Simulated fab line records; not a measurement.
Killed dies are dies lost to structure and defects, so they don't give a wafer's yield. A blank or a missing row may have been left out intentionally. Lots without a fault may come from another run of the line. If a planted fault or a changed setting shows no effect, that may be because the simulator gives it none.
Which tool did it? ; flow sky130 ; 39 wafers from 13 lots sampled at 4 of the route's 708 steps

WHAT THE GAUGES SHOWED, per wafer
SKY_VIA2_OVL_MEAS_13.
lot;measured;on;VIA2_OVL (nm)
L413;day 36 07:16;overlay-02;3 3 -1
L414;day 37 01:07;overlay-01;6 5 7
L415;day 37 05:11;overlay-01;5 4 -1
L416;day 37 18:47;overlay-01;-1 -2 -1
L417;day 38 00:57;overlay-02;7 6 8
L418;day 38 06:29;overlay-01;-3 -3 -11
L419;day 38 13:33;overlay-01;-5 -5 -4
L421;day 39 00:45;overlay-01;-5 -6 -7
L420;day 39 01:59;overlay-01;-10 -7 -7
L422;day 39 12:14;overlay-01;7 0 -4
L424;day 39 22:23;overlay-02;0 -1 1
L431;day 42 02:41;overlay-02;-2 -2 2
L436;day 43 17:27;overlay-02;7 7 11

SKY_CAPM_THK_MEAS_01.
lot;measured;on;CAPM_CVD_00_THK (nm)
L413;day 36 08:50;film-metro-02;15.40 15.29 15.38
L414;day 37 03:10;film-metro-01;15.33 15.63 15.64
L415;day 37 06:56;film-metro-01;15.27 15.27 15.69
L416;day 37 20:28;film-metro-02;15.36 15.72 15.78
L417;day 38 02:35;film-metro-04;15.39 15.67 15.56
L418;day 38 08:04;film-metro-04;15.16 15.61 15.77
L419;day 38 15:10;film-metro-02;15.11 15.29 15.29
L421;day 39 02:22;film-metro-02;15.17 15.38 15.48
L420;day 39 03:50;film-metro-04;15.19 15.40 15.74
L422;day 39 13:49;film-metro-02;15.38 15.58 15.45
L424;day 39 23:58;film-metro-04;15.16 15.16 15.46
L431;day 42 04:16;film-metro-02;15.27 15.54 15.50
L436;day 43 19:13;film-metro-04;15.12 15.17 15.39

TOOL THAT RAN EACH LOT (tool first, then ch and the chambers of the sampled wafers, then the start)
lot;SKY_METAL3_SPUTTER_01;SKY_METAL3_SPUTTER_02
L413;pvd-sputter-02, day 36 08:41;pvd-sputter-02, day 36 08:42
L414;pvd-sputter-04, day 37 03:00;pvd-sputter-04, day 37 03:02
L415;pvd-sputter-04, day 37 06:46;pvd-sputter-04, day 37 06:47
L416;pvd-sputter-01, day 37 20:18;pvd-sputter-01, day 37 20:20
L417;pvd-sputter-02, day 38 02:26;pvd-sputter-02, day 38 02:27
L418;pvd-sputter-01, day 38 07:55;pvd-sputter-01, day 38 07:56
L419;pvd-sputter-02, day 38 15:01;pvd-sputter-02, day 38 15:02
L421;pvd-sputter-04, day 39 02:11;pvd-sputter-04, day 39 02:13
L420;pvd-sputter-04, day 39 03:40;pvd-sputter-04, day 39 03:41
L422;pvd-sputter-04, day 39 13:40;pvd-sputter-04, day 39 13:41
L424;pvd-sputter-04, day 39 23:49;pvd-sputter-04, day 39 23:50
L431;pvd-sputter-01, day 42 04:07;pvd-sputter-01, day 42 04:08
L436;pvd-sputter-02, day 43 19:04;pvd-sputter-02, day 43 19:05
- SKY_METAL3_SPUTTER_01: material TiN, target thk 20 nm, time 16.7 s.
- SKY_METAL3_SPUTTER_02: material AlCu, target thk 735 nm, time 39.1 s.

WHAT THE TOOLS THEMSELVES READ (means of the sampled wafers that have a number; where no wafer has one, the mark that the record gives instead)
SKY_METAL3_SPUTTER_01.
lot;tool;chamber-pressure-pa (Pa);throttle-valve-pct (%)
L413;pvd-sputter-02;0.3989;30.7
L414;pvd-sputter-04;0.4010;30.1
L415;pvd-sputter-04;0.4008;29.9
L416;pvd-sputter-01;0.3997;30.8
L417;pvd-sputter-02;0.4004;31.1
L418;pvd-sputter-01;0.3997;29.4
L419;pvd-sputter-02;0.4001;30.6
L421;pvd-sputter-04;0.3999;29.6
L420;pvd-sputter-04;0.4007;29.9
L422;pvd-sputter-04;0.3855;30.9
L424;pvd-sputter-04;0.3854;30.9
L431;pvd-sputter-01;0.4001;30.3
L436;pvd-sputter-02;0.3998;30.4

SKY_METAL3_SPUTTER_02.
lot;tool;chamber-pressure-pa (Pa);throttle-valve-pct (%)
L413;pvd-sputter-02;0.3996;30.6
L414;pvd-sputter-04;0.4000;30.2
L415;pvd-sputter-04;0.3986;30.1
L416;pvd-sputter-01;0.4015;30.7
L417;pvd-sputter-02;0.4003;30.9
L418;pvd-sputter-01;0.3995;29.3
L419;pvd-sputter-02;0.4000;30.4
L421;pvd-sputter-04;0.4000;29.7
L420;pvd-sputter-04;0.3998;29.8
L422;pvd-sputter-04;0.4001;30.3
L424;pvd-sputter-04;0.3995;30.3
L431;pvd-sputter-01;0.4001;30.4
L436;pvd-sputter-02;0.3998;30.3

THE ANSWER, worked out from the rows above alone
Rule: what is usual is taken from the lots themselves. Put in order of their means at a reading, lots are off if they are a third of the lots or fewer, leave a main group of 4 or more, and stand apart from it by a gap of 3 or more times the standard deviation of the main group's means; of several such gaps the widest counts. Not used: any main group whose means are identical at the precision the tables above print for the reading. A lot without any number at a reading at which 4 lots or more have one is off too. The other lots that the step has rows for count as sound. After the gauges, taken in route order, come the tools' own readings; for these a lot's mean is taken, as printed above. The first step at which some lot is off is used, and at that step the reading that is off furthest; a lot without a number counts as furthest.
Off: L422, L424 (SKY_METAL3_SPUTTER_01, chamber-pressure-pa). Main group: mean 0.4001 Pa, sd 0.00058.
A tool fits if, at that step or a process step before it, it ran every lot that is off, and no sound lot after the first of them. One fits: pvd-sputter-04 at SKY_METAL3_SPUTTER_01. A fault onset in the window from L420 (day 39 03:40, its last sound lot) to L422 (day 39 13:40, its first lot off) fits.
On the lots that are off, the tool's own readings at SKY_METAL3_SPUTTER_01 differ by more than 5 times the standard deviation of the sound lots' means, which bears it out; chamber-pressure-pa reads 0.3855 Pa there versus 0.4001 Pa on the sound lots.

WHAT THE SIMULATOR PUT IN
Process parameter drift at SKY_METAL3_SPUTTER_01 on pvd-sputter-04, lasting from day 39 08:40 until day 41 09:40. A move of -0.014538 in setting chamber-pressure-pa, from 0.4. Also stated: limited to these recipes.
Struck lots among those shown: L422, L424. The rule above reached the same finding.
